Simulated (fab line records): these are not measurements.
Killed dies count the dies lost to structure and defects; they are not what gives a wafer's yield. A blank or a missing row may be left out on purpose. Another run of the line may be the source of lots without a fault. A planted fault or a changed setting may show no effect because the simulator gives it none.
The tool behind it: which one? ; flow sky130 ; 14 lots with 42 wafers sampled at 2 steps, on a route of 708 steps

== WHAT THE GAUGES READ, wafer by wafer ==
SKY_FIELD_ISO_CD_MEAS_13: the cd target is 150 nm.
lot;measured;on;cd-nm (nm)
L959;day 2 14:29;cd-sem-01;150.3 149.7 148.5
L960;day 2 19:43;cd-sem-01;150.2 149.8 150.6
L962;day 3 06:33;cd-sem-02;149.7 148.2 148.9
L963;day 3 13:40;cd-sem-02;148.1 149.0 149.9
L965;day 3 22:14;cd-sem-02;150.0 151.0 150.8
L966;day 4 03:31;cd-sem-01;149.2 150.1 149.3
L967;day 4 09:19;cd-sem-02;151.6 151.6 151.3
L968;day 4 16:01;cd-sem-02;149.2 151.5 151.5
L969;day 4 18:52;cd-sem-02;151.3 150.4 149.3
L971;day 5 03:59;cd-sem-01;152.0 152.1 153.5
L972;day 5 12:45;cd-sem-02;141.4 140.6 140.5
L977;day 6 12:47;cd-sem-02;140.9 143.4 141.3
L978;day 6 18:11;cd-sem-02;146.1 145.6 147.3
L980;day 7 06:19;cd-sem-02;147.7 145.6 146.6

== EACH LOT AND THE TOOL THAT RAN IT (in order: tool; ch and the chambers of the sampled wafers; start) ==
lot;SKY_FIELD_ISO_EXPOSE_10
L959;krf-scanner-01 ch 0, day 2 07:44
L960;krf-scanner-01 ch 0, day 2 12:02
L962;krf-scanner-01 ch 0, day 2 23:27
L963;krf-scanner-02 ch 0, day 3 05:48
L965;krf-scanner-01 ch 0, day 3 14:26
L966;krf-scanner-02 ch 0, day 3 19:11
L967;krf-scanner-01 ch 0, day 4 00:41
L968;krf-scanner-01 ch 0, day 4 07:40
L969;krf-scanner-02 ch 0, day 4 11:03
L971;krf-scanner-02 ch 0, day 4 19:45
L972;krf-scanner-01 ch 0, day 5 04:29
L977;krf-scanner-01 ch 0, day 6 03:06
L978;krf-scanner-02 ch 0, day 6 08:28
L980;krf-scanner-02 ch 0, day 6 20:31
- SKY_FIELD_ISO_EXPOSE_10: exposes mask FOM, target cd 150 nm.

== AS READ BY THE TOOLS THEMSELVES (means over the sampled wafers that have a number; for cases with no such wafer, the mark the record gives instead) ==
SKY_FIELD_ISO_EXPOSE_10.
lot;tool;exposure-dose-mJ-cm2;focus-offset-nm (nm);stage-vel-mm-s (mm/s)
L959;krf-scanner-01;28.37;1.0;500.03
L960;krf-scanner-01;28.37;-0.7;499.89
L962;krf-scanner-01;28.38;0.3;499.89
L963;krf-scanner-02;27.97;0.4;499.96
L965;krf-scanner-01;28.38;0.2;499.79
L966;krf-scanner-02;27.97;-0.2;499.94
L967;krf-scanner-01;28.35;0.4;500.05
L968;krf-scanner-01;28.41;-0.1;499.61
L969;krf-scanner-02;27.98;0.4;500.20
L971;krf-scanner-02;27.96;0.4;499.74
L972;krf-scanner-01;29.89;-0.5;499.76
L977;krf-scanner-01;29.55;0.2;499.65
L978;krf-scanner-02;28.00;-0.2;500.01
L980;krf-scanner-02;27.95;-0.3;500.01

== THE ANSWER, worked out from the rows above alone ==
Rule: the lots themselves supply what counts as usual. The widest of any qualifying gaps counts: lots, ordered by their means at a reading, are off when they make up no more than a third of the lots, leave a main group of 4 or more, and stand apart from it by 3 or more times the standard deviation of that group's means. A main group whose means are all the same, to the digits that the tables above print for the reading, isn't used. Also off: a lot with no number at a reading for which 4 or more lots have one. Where the step has rows for the other lots, those lots are counted as sound. Order of review: gauges by route order, followed by the tools' own readings, for which a lot's mean as printed above is used. At the first step where some lot is off, the reading lying furthest off is the one used; lots without a number count as furthest.
Off: L972, L977 (SKY_FIELD_ISO_EXPOSE_10, exposure-dose-mJ-cm2). For the main group the mean is 28.17 and the standard deviation 0.2.
A tool fits if, at that step or a process step before it, it ran every lot that is off, and no sound lot after the first of them. One candidate fits, namely krf-scanner-01 at SKY_FIELD_ISO_EXPOSE_10. A fault onset in the window from L968 (day 4 07:40, its last sound lot) to L972 (day 5 04:29, its first lot off) fits.
On the lots that are off, the tool's own readings at SKY_FIELD_ISO_EXPOSE_10 differ by more than 5 times the standard deviation of the sound lots' means, which bears it out; exposure-dose-mJ-cm2 reads 29.72 there versus 28.17 on the sound lots.

== WHAT HAD BEEN PUT IN BY THE SIMULATOR ==
Drift in process parameters on krf-scanner-01 at SKY_FIELD_ISO_EXPOSE_10, starting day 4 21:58. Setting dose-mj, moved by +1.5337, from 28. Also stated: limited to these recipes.
Lots struck among those shown: L972, L977. The rule above found the same.
